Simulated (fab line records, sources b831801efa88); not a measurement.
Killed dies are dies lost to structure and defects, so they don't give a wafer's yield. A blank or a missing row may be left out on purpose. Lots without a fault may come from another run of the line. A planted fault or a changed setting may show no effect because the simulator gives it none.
fab line records | flow sfq_line
record lots=6 wafers=17 last_day=94
route steps=325 shown R5@224 I5@228
lots that met no fault: from a run of the same line without faults
start_h: hours from the record's first day to the start of the lot's first wafer shown | wait_h: hours since the lot's step before | " the same as in the row above | L1.1+2: a row that stands for several wafers | - no value, or no start given | * or withheld: withheld | < > ~ a bound
route shown NAME@n: a module of which the file shows steps, and the number in the route of the first | usual: mean/standard deviation of fault-free wafers | same: alike in all rows | chamber/n: place in a boat | sites: the reading at each site | _std_site: their standard deviation | _edge_site: outer sites' mean less inner sites' | radius_mm: how far each site lies from the wafer's centre | mask NAME#n: copy n | behind: the tool/chamber that last shaped the wafer | hold: why the lot was held/for how many hours/how that ended | device: the transistor (n, p or np) that didn't switch | end of line: the same wafers' tests at the end of the route | a step without rows: its recipe alone | killed: dies lost to structure and defects at the first sort, not the wafer's yield | map: a wafer's dies, x killed, . not, _ none there
set.NAME: the setting as run; set.NAME@STEP: as run at that earlier step | model.NAME: the simulator's own value behind a step, which no gauge read
lots at some steps of the route; a table a step, a row a wafer
services: from which hour (start_h, from the record's first day; less than 0 if before it) a tool's chamber was out of use, for how many hours, and why
## steps
# step SFQ_TRILAYER_R5_BARC_OPEN_METAL_ETCH_177
# recipe mask_material=PR chemistry=O2 target_depth_nm=125 target=BARC icp_w=600 bias_w=80 pressure_mtorr=10 time_s=41.7
# usual drypump_motor_current_A=5.7/0.51 oes_product_au=0.686/0.0045
# columns lot.wafer tool chamber start_h wait_h drypump_motor_current_A oes_product_au rf_hours_counter_h
L172.3 rie_metal-01 1 1627.15 0.1 5.6 0.681 -
L172.4 " 1 " " 5.6 0.689 -
L172.5 " 1 " " 5.6 0.687 -
L173.1 rie_metal-04 1 1629.51 0.0 5.7 0.687 99
L173.5 " 1 " " 5.7 0.688 -
L173.6 " 0 " " 6.2 0.688 -
L174.1 rie_metal-04 0 1630.71 0.0 6.2 0.686 34
L174.3 " 1 " " 5.7 0.686 -
L174.4 " 0 " " 6.1 0.686 -
L178.4 rie_metal-03 1 1637.93 0.0 6.5 0.696 -
L178.5 " 0 " " 5.0 0.687 -
L181.1 rie_metal-01 1 1644.50 0.0 5.6 0.685 66
L181.5 " 1 " " 5.6 0.684 -
L181.6 " 1 " " 5.6 0.686 -
L184.4 rie_metal-01 1 1650.52 0.0 5.6 0.694 -
L184.5 " 1 " " 5.6 0.689 -
L184.6 " 0 " " 5.0 0.691 -
# step SFQ_TRILAYER_R5_ETCH_METAL_ETCH_139
# recipe stop_on=SiO2 mask_material=PR chemistry=Cl2 target_depth_nm=60 icp_w=600 bias_w=80 pressure_mtorr=10 time_s=40
# usual drypump_motor_current_A=5.7/0.51 oes_product_au=0.992/0.0067
# columns lot.wafer tool chamber start_h wait_h drypump_motor_current_A oes_product_au rf_hours_counter_h
L172.3 rie_metal-01 1 1627.27 0.1 5.6 0.993 -
L172.4 " 1 " " 5.6 0.992 -
L172.5 " 1 " " 5.6 0.997 -
L173.1 rie_metal-04 1 1629.57 0.0 5.7 1.002 99
L173.5 " 1 " " 5.7 0.990 -
L173.6 " 0 " " 6.2 0.983 -
L174.1 rie_metal-04 0 1630.77 0.0 6.2 0.990 34
L174.3 " 1 " " 5.6 0.992 -
L174.4 " 0 " " 6.1 0.994 -
L178.4 rie_metal-03 1 1637.99 0.0 6.5 0.993 -
L178.5 " 0 " " 5.1 0.995 -
L181.1 rie_metal-01 1 1644.62 0.1 5.6 1.003 66
L181.5 " 1 " " 5.6 0.995 -
L181.6 " 1 " " 5.6 0.998 -
L184.4 rie_metal-01 1 1650.58 0.0 5.6 0.988 -
L184.5 " 1 " " 5.6 1.002 -
L184.6 " 0 " " 5.0 0.984 -
# step SFQ_TRILAYER_R5_STRIP_STRIP_140
# recipe gas=O2 power_w=200 platen_temp_c=40 overash_fraction=0.65 chemistry=O2 pressure_mtorr=50
# usual drypump_motor_current_A=5.7/0.51 oes_product_au=1.006/0.013
# columns lot.wafer tool chamber start_h wait_h drypump_motor_current_A oes_product_au rf_hours_counter_h
L172.3 rie_metal-01 1 1627.74 0.5 5.6 1.018 -
L172.4 " 1 " " 5.6 1.012 -
L172.5 " 1 " " 5.6 1.017 -
L173.1 rie_metal-04 1 1629.63 0.0 5.7 1.014 99
L173.5 " 1 " " 5.7 1.022 -
L173.6 " 0 " " 6.2 0.985 -
L174.1 rie_metal-04 0 1630.83 0.0 6.2 1.011 34
L174.3 " 1 " " 5.7 1.020 -
L174.4 " 0 " " 6.2 1.006 -
L178.4 rie_metal-03 1 1638.23 0.2 6.5 1.018 -
L178.5 " 0 " " 5.1 0.980 -
L181.1 rie_metal-01 1 1644.74 0.1 5.6 1.025 66
L181.5 " 1 " " 5.6 1.030 -
L181.6 " 1 " " 5.6 1.032 -
L184.4 rie_metal-01 1 1650.82 0.2 5.6 1.025 -
L184.5 " 1 " " 5.6 1.017 -
L184.6 " 0 " " 5.0 0.988 -
# step SFQ_TRILAYER_R5_STRIP_SOLV_CLEAN_141
# recipe chemistry=NMP temp_c=70 time_s=600
# step SFQ_TRILAYER_A5C_DEP_PECVD_142
# recipe material=SiO2 temp_c=150 time_s=15.556 pressure_torr=2.4 rf_w=183.3 precursor=SiH4/N2O target_thk_nm=70
# usual heater_power_w=86/16 throttle_valve_pct=24.4/0.92
# columns lot.wafer tool chamber start_h wait_h heater_power_w throttle_valve_pct
L172.3 pecvd-03 2 1628.72 0.0 78 24.9
L172.4 " 2 " " 78 24.7
L172.5 " 1 " " 106 25.0
L173.1 pecvd-01 2 1630.40 0.0 74 25.0
L173.5 " 1 " " 75 25.5
L173.6 " 2 " " 76 24.8
L174.1 pecvd-03 2 1631.60 0.0 73 24.8
L174.3 " 0 " " 104 22.9
L174.4 " 2 " " 73 24.9
L178.4 pecvd-04 1 1638.81 0.0 76 25.6
L178.5 " 0 " " 72 24.1
L181.1 pecvd-01 2 1646.12 0.0 66 25.1
L181.5 " 2 " " 68 25.0
L181.6 " 1 " " 78 25.3
L184.4 pecvd-01 1 1651.41 0.0 75 25.3
L184.5 " 2 " " 76 25.1
L184.6 " 1 " " 76 25.4
# step SFQ_TRILAYER_I5_LITHO_COAT_149
# recipe resist=BARC spin_rpm=3000 resist_thk_nm=62
# step SFQ_TRILAYER_I5_LITHO_COAT_144
# recipe resist=KrF spin_rpm=3000 resist_thk_nm=650
# step SFQ_TRILAYER_I5_LITHO_SOFTBAKE_148
# recipe temp_c=withheld time_s=withheld resist=KrF
# step SFQ_TRILAYER_I5_LITHO_EXPOSE_145
# recipe mask_id=I5 na=0.6 source_shape=conventional sigma_outer=0.65 target_cd_nm=700 dose_mj=21.3
# step SFQ_TRILAYER_I5_LITHO_PEB_147
# recipe peb_temp_c=115 peb_time_s=60 resist=KrF
# step SFQ_TRILAYER_I5_LITHO_DEVELOP_146
# recipe time_s=60 resist=KrF
# step SFQ_I5_OVL_MEAS_936
# usual I5_OVL=-1/5.1
# columns lot.wafer tool chamber start_h wait_h I5_OVL[nm]
L172.3 overlay-02 - 1722.41 0.1 5
L172.4 " - " " 7
L172.5 " - " " 5
L173.1 overlay-02 - 1725.99 0.1 1
L173.5 " - " " -2
L173.6 " - " " -1
L174.1 overlay-02 - 1728.39 0.1 1
L174.3 " - " " -6
L174.4 " - " " -4
L178.4 overlay-02 - 1740.54 0.1 -4
L178.5 " - " " -6
L181.1 overlay-01 - 1747.72 0.1 5
L181.5 " - " " 7
L181.6 " - " " 4
L184.4 overlay-02 - 1754.94 0.1 -1
L184.5 " - " " -1
L184.6 " - " " -5
# step SFQ_TRILAYER_I5_BARC_OPEN_VIA_ETCH_200
# recipe mask_material=PR chemistry=O2 target_depth_nm=125 target=BARC source_w=500 bias_w=80 pressure_mtorr=30 time_s=41.7
# usual drypump_motor_current_A=5.5/0.42 oes_product_au=0.685/0.0049
# columns lot.wafer tool chamber start_h wait_h drypump_motor_current_A oes_product_au rf_hours_counter_h model.KrF_of_TRILAYER_I5_LITHO_COAT_144.thk_nm
L172.3 rie_diel-02 1 1722.43 0.0 6.1 0.685 16 575.7
L172.4 " 0 " " 5.6 0.689 1 574.9
L172.5 " 2 " " 5.8 0.682 - 575.3
L173.1 rie_diel-04 2 1726.03 0.0 5.5 0.684 17 577
L173.5 " 3 " " 6.3 0.682 - 572.9
L173.6 " 2 " " 5.5 0.681 - 572.1
L174.1 rie_diel-02 2 1728.43 0.0 5.9 0.694 3 574.5
L174.3 " 1 " " 6.1 0.686 16 575
L174.4 " 3 " " 5.8 0.688 15 576.7
L178.4 rie_diel-04 1 1740.55 0.0 5.6 0.686 13 552.8
L178.5 " 0 " " 5.0 0.687 - 566.6
L181.1 rie_diel-04 3 1747.75 0.0 6.2 0.682 12 571.4
L181.5 " 2 " " 5.5 0.688 - 572.2
L181.6 " 1 " " 5.6 0.677 - 560
L184.4 rie_diel-01 1 1754.95 0.0 5.2 0.687 16 574.9
L184.5 " 1 " " 5.2 0.677 - 575.6
L184.6 " 0 " " 5.4 0.674 - 574.7
# step SFQ_TRILAYER_I5_ETCH_VIA_ETCH_147
# recipe stop_on=Nb mask_material=PR chemistry=CHF3 target_depth_nm=360 source_w=500 bias_w=80 pressure_mtorr=30 time_s=withheld
# usual drypump_motor_current_A=5.5/0.42 oes_product_au=0.990/0.0076
# columns lot.wafer tool chamber start_h wait_h drypump_motor_current_A oes_product_au
L172.3 rie_diel-02 1 1722.47 0.0 6.2 0.979
L172.4 " 0 " " 5.6 0.997
L172.5 " 2 " " 5.8 0.990
L173.1 rie_diel-04 2 1726.07 0.0 5.5 1.000
L173.5 " 3 " " 6.3 0.988
L173.6 " 2 " " 5.5 0.993
L174.1 rie_diel-02 2 1728.47 0.0 5.8 0.986
L174.3 " 1 " " 6.1 0.981
L174.4 " 3 " " 5.9 0.984
L178.4 rie_diel-04 1 1740.59 0.0 5.6 0.990
L178.5 " 0 " " 5.0 0.992
L181.1 rie_diel-04 3 1747.79 0.0 6.3 0.993
L181.5 " 2 " " 5.5 1.001
L181.6 " 1 " " 5.6 0.976
L184.4 rie_diel-01 1 1754.99 0.0 5.2 0.980
L184.5 " 1 " " 5.2 0.988
L184.6 " 0 " " 5.4 0.973
## services
# columns tool chamber start_h hours kind
rie_metal-01 0 1603.78 - clean
rie_metal-01 0 1603.78 - consumable_replace:focus_ring
rie_metal-01 0 1603.78 26.2 scheduled_down
rie_metal-01 0 1603.78 26.2 vent_cycle
pecvd-03 - 1616.46 2.8 pm
rie_diel-02 0 1618.04 9.5 repair
pecvd-01 0 1622.88 41.5 repair
rie_metal-01 - 1628.96 4.3 pm
rie_metal-01 0 1643.45 5.8 repair
rie_diel-01 2 1645.39 4.7 repair
rie_metal-03 1 1647.80 22.7 repair
rie_diel-02 3 1648.13 5.2 repair
pecvd-01 - 1663.95 2.8 pm
pecvd-03 - 1676.35 6.0 pm
rie_diel-01 2 1679.45 7.6 repair
pecvd-03 2 1684.28 3.9 repair
pecvd-01 - 1686.25 14.0 pm
rie_metal-01 1 1689.12 1.5 repair
pecvd-04 - 1698.21 1.7 repair
rie_diel-02 0 1700.67 9.6 repair
rie_diel-01 - 1714.67 2.8 pm
rie_diel-04 - 1741.74 0.6 repair
rie_diel-04 0 1746.07 5.5 repair
rie_diel-02 2 1750.44 1.6 repair
## key
first_sign none at tools or gauges
model_effect step=SFQ_TRILAYER_I5_BARC_OPEN_VIA_ETCH_200 value=KrF_of_TRILAYER_I5_LITHO_COAT_144.thk_nm without=573 struck=556.4
met_at SFQ_TRILAYER_I5_BARC_OPEN_VIA_ETCH_200
struck_wafers L178.4,L181.6
onset_between 1726.03 1740.55
fault kind=process_parameter_drift tool=rie_diel-04 chamber=- onset_h=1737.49 steps=SFQ_TRILAYER_I5_BARC_OPEN_VIA_ETCH_200 channel=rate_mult offset=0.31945 shape=step end_h=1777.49 scope=struck_wafers_only
